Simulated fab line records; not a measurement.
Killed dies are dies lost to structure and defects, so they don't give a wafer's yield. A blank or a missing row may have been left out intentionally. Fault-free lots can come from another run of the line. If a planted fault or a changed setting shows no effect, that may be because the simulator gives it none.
fab line records    flow gf180mcu
record: lots: 11  wafers: 33  last-day: 34
route steps=602 shown M2@378 V2@400 M3@409
lots that met no fault: taken from a fault-free run of the same line
start-h: hours from the record's first day to the start of the lot's first wafer shown    wait-h: time in hours since the lot's previous step    " as in the row above    L1.1+2: a single row standing in for several wafers    - no value, or no start given    * or withheld: withheld    < > ~ a bound
route shown NAME@n: names a module that has steps shown in the file, with the first one's number in the route    usual: average and standard deviation across the fault-free wafers    same: alike in all rows    chamber/n: place in a boat    sites: each site's reading    _std_site: how widely they spread, as a standard deviation    _edge_site: mean of outer sites minus mean of inner sites    radius-mm: how far each site lies from the wafer's centre    mask NAME#n: copy n    behind: the most recent tool/chamber to have shaped the wafer    hold: why the lot was held/for how many hours/how that ended    device: names the non-switching transistor (n, p or np)    end of line: the tests these same wafers got at the end of their route    a step without rows: its recipe alone    killed: dies lost to structure and defects at the first sort, not the wafer's yield    map: a wafer's dies, x killed, . not, _ none there
set.NAME: the setting that was run; set.NAME@STEP: the one run at that earlier step    model.NAME: the simulator's own value behind a step, which no gauge read
the route's steps for a sample of lots (tables are steps, rows are wafers)
services: from which hour (start-h, from the record's first day; less than 0 if before it) a tool's chamber was out of use, for how many hours, and why
== steps ==
step: GF_M2_METAL_ETCH_16
recipe: chemistry: Cl2/BCl3  mask-material: KrF  target-depth-nm: 750.8  stop-on: SiO2  pressure-mtorr: 8  icp-w: 800  bias-w: 140  Cl2_flow_sccm: 80  bcl3-flow-sccm: 40  time-s: 125.1
usual: chamber-pressure-mTorr: 8.000/0.0074  drypump-motor-current-A: 5.92/0.29  oes-product-au: 0.991/0.0062  throttle-valve-pct: 28.229/0.0098
lot.wafer  tool          chamber  start-h  wait-h  chamber-pressure-mTorr  drypump-motor-current-A  oes-product-au  rf-hours-counter-h  throttle-valve-pct
L614.1     rie-metal-03  0        434.53   0.0     7.984                   5.81                     0.984           4                   28.231
L614.4     "             1        "        "       8.008                   5.69                     0.991           -                   28.238
L614.6     "             1        "        "       7.994                   5.66                     0.993           -                   28.231
L616.1     rie-metal-02  0        462.13   0.0     8.004                   5.55                     0.990           4                   28.213
L616.4     "             1        "        "       7.999                   6.03                     0.994           -                   28.242
L616.6     "             1        "        "       8.006                   6.00                     0.989           -                   28.204
L623.1     rie-metal-03  0        518.81   0.0     8.002                   5.80                     0.988           6                   28.215
L623.2     "             1        "        "       8.008                   5.69                     0.994           8                   28.224
L623.4     "             0        "        "       8.001                   5.80                     0.976           -                   28.243
L626.1     rie-metal-02  0        543.83   0.0     7.999                   5.53                     0.979           6                   28.217
L626.2     "             1        "        "       7.992                   6.01                     0.994           12                  28.242
L626.4     "             0        "        "       7.998                   5.55                     0.995           -                   28.219
L628.1     rie-metal-03  1        567.05   0.0     7.994                   5.69                     0.991           9                   28.224
L628.4     "             0        "        "       8.008                   5.82                     0.984           -                   28.234
L628.6     "             0        "        "       7.996                   5.81                     0.984           -                   28.237
L629.3     rie-metal-03  0        576.13   0.1     7.990                   5.82                     0.986           -                   28.228
L629.4     "             1        "        "       7.993                   5.65                     0.999           -                   28.223
L629.5     "             1        "        "       7.996                   5.67                     0.993           -                   28.226
L630.1     rie-metal-01  1        578.58   0.0     7.994                   6.42                     0.992           3                   28.221
L630.3     "             1        "        "       7.992                   6.44                     0.986           -                   28.228
L630.6     "             1        "        "       7.989                   6.42                     1.000           -                   28.225
L631.1     rie-metal-01  1        584.43   0.0     8.003                   6.42                     0.989           3                   28.236
L631.2     "             0        "        "       8.006                   6.01                     0.985           1                   28.215
L631.4     "             1        "        "       8.011                   6.40                     0.992           -                   28.232
L632.2     rie-metal-01  1        593.96   0.0     8.004                   6.41                     0.994           3                   28.214
L632.5     "             0        "        "       8.009                   6.02                     0.979           -                   28.213
L632.6     "             1        "        "       8.001                   6.42                     0.992           -                   28.209
L633.3     rie-metal-01  1        603.50   0.1     7.991                   6.36                     0.990           -                   28.224
L633.4     "             0        "        "       7.981                   6.01                     0.988           -                   28.232
L633.6     "             1        "        "       7.993                   6.40                     0.993           -                   28.242
L637.2     rie-metal-01  0        627.98   0.0     7.998                   6.03                     0.989           3                   28.229
L637.3     "             1        "        "       7.997                   6.41                     0.988           -                   28.232
L637.4     "             0        "        "       8.002                   6.00                     0.989           -                   28.223
step: GF_V2_STRIP_18
recipe: chemistry: O2/N2  power-w: 1400  pressure-mtorr: 1500  platen-temp-c: 250  o2-flow-sccm: 3000  n2-flow-sccm: 300  overash-fraction: 0.5
usual: chamber-pressure-mTorr: 1500.0/1.4  drypump-motor-current-A: 5.6/0.51  heater-power-w: 330/10  o2-flow-sccm: 3001/8.8  oes-product-au: 0.592/0.0046
same: overash-fraction: 0.5
lot.wafer  tool             chamber  start-h  wait-h  chamber-pressure-mTorr  drypump-motor-current-A  heater-power-w  o2-flow-sccm  oes-product-au  rf-hours-counter-h
L614.1     plasma-asher-01  0        461.14   -       1501.2                  5.3                      321             3011          0.593           38
L614.4     "                0        "        "       1500.0                  5.3                      321             3004          0.591           -
L614.6     "                1        "        "       1495.7                  5.3                      337             3000          0.593           -
L616.1     plasma-asher-04  0        488.07   -       1501.9                  5.7                      330             3009          0.601           86
L616.4     "                0        "        "       1500.2                  5.7                      321             2995          0.589           -
L616.6     "                1        "        "       1499.8                  4.9                      320             2996          0.593           -
L623.1     plasma-asher-01  0        543.12   -       1502.0                  5.3                      320             3018          0.592           47
L623.2     "                1        "        "       1499.9                  5.3                      336             3014          0.588           47
L623.4     "                0        "        "       1505.5                  5.3                      316             3007          0.587           -
L626.1     plasma-asher-03  0        567.78   -       1499.9                  5.5                      334             2996          0.583           78
L626.2     "                1        "        "       1502.2                  6.6                      334             2978          0.587           78
L626.4     "                0        "        "       1500.4                  5.5                      334             2989          0.594           -
L628.1     plasma-asher-04  0        590.34   -       1501.2                  5.7                      332             3016          0.587           96
L628.4     "                0        "        "       1501.3                  5.7                      324             2998          0.594           -
L628.6     "                1        "        "       1501.5                  4.9                      320             3001          0.589           -
L629.3     plasma-asher-03  1        599.90   -       1497.8                  6.6                      337             2991          0.596           -
L629.4     "                0        "        "       1500.1                  5.5                      339             3010          0.590           -
L629.5     "                1        "        "       1499.0                  6.6                      338             2994          0.590           -
L630.1     plasma-asher-04  1        600.82   -       1500.4                  4.9                      318             2994          0.584           98
L630.3     "                1        "        "       1499.1                  4.9                      324             2976          0.595           -
L630.6     "                0        "        "       1499.6                  5.7                      331             3004          0.585           -
L631.1     plasma-asher-03  1        607.97   -       1500.7                  6.6                      336             2994          0.592           84
L631.2     "                0        "        "       1500.3                  5.5                      342             3005          0.593           84
L631.4     "                0        "        "       1498.8                  5.5                      341             3004          0.590           -
L632.2     plasma-asher-04  1        616.21   -       1500.9                  4.9                      317             3000          0.592           100
L632.5     "                0        "        "       1503.2                  5.7                      326             2998          0.590           -
L632.6     "                1        "        "       1500.0                  4.9                      320             2991          0.591           -
L633.3     plasma-asher-01  0        625.84   -       1499.4                  5.3                      308             3004          0.584           -
L633.4     "                1        "        "       1499.8                  5.3                      352             2999          0.596           -
L633.6     "                0        "        "       1500.0                  5.3                      317             2998          0.588           -
L637.2     plasma-asher-03  0        649.27   -       1500.6                  5.5                      332             3002          0.592           88
L637.3     "                1        "        "       1499.2                  6.6                      333             3009          0.593           -
L637.4     "                0        "        "       1498.4                  5.5                      331             3008          0.592           -
step: GF_V2_CVD_23
recipe: material: W  target-thk-nm: 350  time-s: 104.94  temp-c: 400  pressure-torr: 40
usual: heater-power-w: 866/26  susceptor-temp-C: 400.01/0.21
lot.wafer  tool      chamber  start-h  wait-h  heater-power-w  susceptor-temp-C
L614.1     cvd-w-01  1        461.77   0.0     843             400.14
L614.4     "         1        "        "       861             400.05
L614.6     "         0        "        "       845             400.46
L616.1     cvd-w-01  1        488.70   0.0     856             400.42
L616.4     "         1        "        "       840             400.00
L616.6     "         1        "        "       839             399.89
L623.1     cvd-w-01  0        543.76   0.0     867             399.91
L623.2     "         1        "        "       886             399.77
L623.4     "         1        "        "       856             399.81
L626.1     cvd-w-02  0        568.76   0.0     817             399.67
L626.2     "         1        "        "       915             400.18
L626.4     "         0        "        "       824             400.00
L628.1     cvd-w-02  0        590.97   0.0     849             399.93
L628.4     "         1        "        "       896             399.77
L628.6     "         0        "        "       844             399.81
L629.3     cvd-w-02  1        600.54   0.1     885             396.08
L629.4     "         0        "        "       829             396.25
L629.5     "         0        "        "       827             396.38
L630.1     cvd-w-02  1        601.45   0.0     888             395.85
L630.3     "         1        "        "       887             396.16
L630.6     "         1        "        "       898             396.27
L631.1     cvd-w-01  1        608.60   0.0     850             400.02
L631.2     "         0        "        "       883             400.05
L631.4     "         0        "        "       880             400.07
L632.2     cvd-w-02  1        616.94   0.0     900             396.57
L632.5     "         0        "        "       829             396.18
L632.6     "         1        "        "       895             396.46
L633.3     cvd-w-01  1        626.55   0.1     873             399.98
L633.4     "         0        "        "       874             399.89
L633.6     "         1        "        "       860             399.82
L637.2     cvd-w-01  1        649.97   0.0     871             400.10
L637.3     "         0        "        "       881             399.89
L637.4     "         1        "        "       880             400.05
step: GF_V2_RS_MEAS_24
recipe: thk-meas-gauge: four-point-probe  reads: W_of_V2_CVD_23+TiN_of_V2_SPUTTER_22+Ti_of_V2_SPUTTER_21
usual: V2_W_RS: 0.328/0.0037
lot.wafer  tool           chamber  start-h  wait-h  V2_W_RS[ohm/sq]
L614.1     film-metro-02  -        461.88   0.1     0.328
L614.4     "              -        "        "       0.330
L614.6     "              -        "        "       0.327
L616.1     film-metro-04  -        488.82   0.1     0.335
L616.4     "              -        "        "       0.331
L616.6     "              -        "        "       0.333
L623.1     film-metro-04  -        543.87   0.1     0.325
L623.2     "              -        "        "       0.329
L623.4     "              -        "        "       0.331
L626.1     film-metro-03  -        568.87   0.1     0.320
L626.2     "              -        "        "       0.320
L626.4     "              -        "        "       0.320
L628.1     film-metro-04  -        591.08   0.1     0.326
L628.4     "              -        "        "       0.332
L628.6     "              -        "        "       0.324
L629.3     film-metro-02  -        600.66   0.1     0.348
L629.4     "              -        "        "       0.344
L629.5     "              -        "        "       0.351
L630.1     film-metro-04  -        601.57   0.1     0.361
L630.3     "              -        "        "       0.354
L630.6     "              -        "        "       0.356
L631.1     film-metro-04  -        608.72   0.1     0.331
L631.2     "              -        "        "       0.331
L631.4     "              -        "        "       0.328
L632.2     film-metro-03  -        617.07   0.1     0.356
L632.5     "              -        "        "       0.348
L632.6     "              -        "        "       0.349
L633.3     film-metro-03  -        626.66   0.1     0.330
L633.4     "              -        "        "       0.333
L633.6     "              -        "        "       0.330
L637.2     film-metro-04  -        650.10   0.1     0.326
L637.3     "              -        "        "       0.326
L637.4     "              -        "        "       0.330
step: GF_V2_THK_MEAS_25
recipe: thk-meas-gauge: xrf  reads: W_of_V2_CVD_23
usual: V2_W_THK: 347/4.7
lot.wafer  tool           chamber  start-h  wait-h  V2_W_THK[nm]
L614.1     film-metro-02  -        462.00   0.1     345
L614.4     "              -        "        "       342
L614.6     "              -        "        "       347
L616.1     film-metro-04  -        488.94   0.1     336
L616.4     "              -        "        "       340
L616.6     "              -        "        "       340
L623.1     film-metro-04  -        543.99   0.1     351
L623.2     "              -        "        "       347
L623.4     "              -        "        "       348
L626.1     film-metro-03  -        568.99   0.1     354
L626.2     "              -        "        "       352
L626.4     "              -        "        "       350
L628.1     film-metro-04  -        591.20   0.1     348
L628.4     "              -        "        "       342
L628.6     "              -        "        "       351
L629.3     film-metro-02  -        600.76   0.1     329
L629.4     "              -        "        "       331
L629.5     "              -        "        "       325
L630.1     film-metro-04  -        601.69   0.1     314
L630.3     "              -        "        "       323
L630.6     "              -        "        "       321
L631.1     film-metro-04  -        608.84   0.1     344
L631.2     "              -        "        "       343
L631.4     "              -        "        "       348
L632.2     film-metro-03  -        617.18   0.1     322
L632.5     "              -        "        "       330
L632.6     "              -        "        "       328
L633.3     film-metro-03  -        626.76   0.1     349
L633.4     "              -        "        "       343
L633.6     "              -        "        "       348
L637.2     film-metro-04  -        650.21   0.1     350
L637.3     "              -        "        "       348
L637.4     "              -        "        "       346
step: GF_M3_SPUTTER_00
recipe: material: Ti  target-thk-nm: 37.5  arriving-ion-energy-ev: 80  substrate-temp-c: 200  chamber-pressure-pa: 2  power-w: 4000  time-s: 150
usual: throttle-valve-pct: 29.8/1
lot.wafer  tool            chamber  start-h  wait-h  throttle-valve-pct
L614.1     pvd-sputter-04  -        462.36   0.2     29.9
L614.4     "               -        "        "       28.6
L614.6     "               -        "        "       28.8
L616.1     pvd-sputter-01  -        489.30   0.2     31.2
L616.4     "               -        "        "       28.1
L616.6     "               -        "        "       31.0
L623.1     pvd-sputter-04  -        544.43   0.1     28.4
L623.2     "               -        "        "       30.0
L623.4     "               -        "        "       29.7
L626.1     pvd-sputter-01  -        569.35   0.2     30.9
L626.2     "               -        "        "       30.7
L626.4     "               -        "        "       27.9
L628.1     pvd-sputter-04  -        591.56   0.2     29.7
L628.4     "               -        "        "       29.9
L628.6     "               -        "        "       28.7
L629.3     pvd-sputter-04  -        601.10   0.2     29.9
L629.4     "               -        "        "       29.8
L629.5     "               -        "        "       28.6
L630.1     pvd-sputter-04  -        602.05   0.2     30.1
L630.3     "               -        "        "       28.9
L630.6     "               -        "        "       29.8
L631.1     pvd-sputter-03  -        609.20   0.1     30.6
L631.2     "               -        "        "       30.9
L631.4     "               -        "        "       30.3
L632.2     pvd-sputter-03  -        617.53   0.2     30.8
L632.5     "               -        "        "       30.4
L632.6     "               -        "        "       30.8
L633.3     pvd-sputter-04  -        627.10   0.1     28.5
L633.4     "               -        "        "       30.0
L633.6     "               -        "        "       29.7
L637.2     pvd-sputter-04  -        650.60   0.2     28.8
L637.3     "               -        "        "       29.7
L637.4     "               -        "        "       28.4
== services ==
tool             chamber  start-h  hours  kind
rie-metal-01     1        479.05   -      clean
rie-metal-01     1        479.05   14.7   scheduled-down
rie-metal-01     1        479.05   14.7   vent-cycle
plasma-asher-04  -        489.43   0.7    repair
rie-metal-01     -        490.54   1.4    pm
pvd-sputter-04   -        504.29   16.0   repair
pvd-sputter-01   -        510.15   2.3    repair
rie-metal-01     0        521.70   -      clean
rie-metal-01     0        521.70   23.2   scheduled-down
rie-metal-01     0        521.70   23.2   vent-cycle
cvd-w-01         -        549.62   0.3    repair
plasma-asher-04  -        566.84   10.2   repair
pvd-sputter-03   -        577.76   1.9    repair
pvd-sputter-04   -        585.82   1.3    repair
plasma-asher-04  -        585.91   2.8    pm
pvd-sputter-04   2        587.86   -      consumable-replace:kit
pvd-sputter-04   2        587.86   18.0   scheduled-down
pvd-sputter-04   2        587.86   18.0   vent-cycle
plasma-asher-04  -        588.67   0.5    repair
plasma-asher-01  -        600.50   7.9    repair
cvd-w-01         0        603.61   4.4    repair
rie-metal-02     -        604.53   2.8    pm
plasma-asher-01  -        636.15   0.4    repair
plasma-asher-01  -        648.58   2.8    pm
== key ==
first-sign: step: GF_V2_CVD_23  reading: susceptor-temp-C  direction: down  sigmas: 18  usual: *  struck: *
effect: step: GF_V2_RS_MEAS_24  reading: V2_W_RS  direction: up  sigmas: 6.4  usual: 0.328  struck: 0.352
effect: step: GF_V2_THK_MEAS_25  reading: V2_W_THK  direction: down  sigmas: 4.6  usual: 347  struck: 325
met-at GF_V2_CVD_23
struck-lots L629,L630,L632
not-acting-at GF_M2_METAL_ETCH_16,GF_V2_STRIP_18,GF_M3_SPUTTER_00
onset-between 590.97 600.54
fault: kind: process-parameter-drift  tool: cvd-w-02  chamber: -  onset-h: 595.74  steps: GF_V2_CVD_23  channel: temp-c  offset: *  shape: step  end-h: 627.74  acts-in: *  stated: *
